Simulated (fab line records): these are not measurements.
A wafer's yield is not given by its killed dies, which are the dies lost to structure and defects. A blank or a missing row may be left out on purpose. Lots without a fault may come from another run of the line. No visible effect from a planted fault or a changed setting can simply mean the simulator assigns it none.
Chamber matching -- flow gf180mcu -- GF_CONTACT_CMP_27 on cmp-01 has 4 sister chambers
The step polishes, stops on SiO2, t overpolish 15 s, target thk 0 nm. 4 wafers are shown with their chamber, then 7 later ones without.

## WAFERS, EACH WITH ITS CHAMBER
wafer,chamber,motor current A (A)
L947.1,1,10.4
L956.5,0,10.3
L957.1,2,12.1
L957.2,3,11.3

## WAFERS MISSING THEIR CHAMBER
wafer,motor current A (A)
L957.6,9.7
L958.2,12.2
L958.3,10.9
L958.4,10.3
L959.1,10.1
L959.4,12.8
L959.5,12.4

## CHAMBER TAKEN BY EACH
wafer,from the rows above,in truth
L957.6,can't be placed: 0 or 1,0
L958.2,can't be placed: 2 or 3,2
L958.3,can't be placed: 3 or 1 or 0 or 2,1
L958.4,can't be placed: 0 or 1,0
L959.1,can't be placed: 0 or 1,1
L959.4,can't be placed: 2 or 3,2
L959.5,can't be placed: 2 or 3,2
0 of 7 placed correctly. From these rows, 7 cannot be placed; in 7 the true chamber is one of the candidates. 0 placed wrongly.
How it was worked out, from the rows above alone: a wafer's distance from a chamber is the root of the sum, over the readings, of the square of ((its reading less the chamber's mean) divided by the reading's scatter). The wafer belongs to the nearest chamber; if the next one is less than 2 further off, it can't be placed. Each chamber's mean is taken over the wafers shown for it. The scatter: with one shown wafer a chamber, the root of the mean of the squares of how far each hidden wafer lies from its nearest shown one.
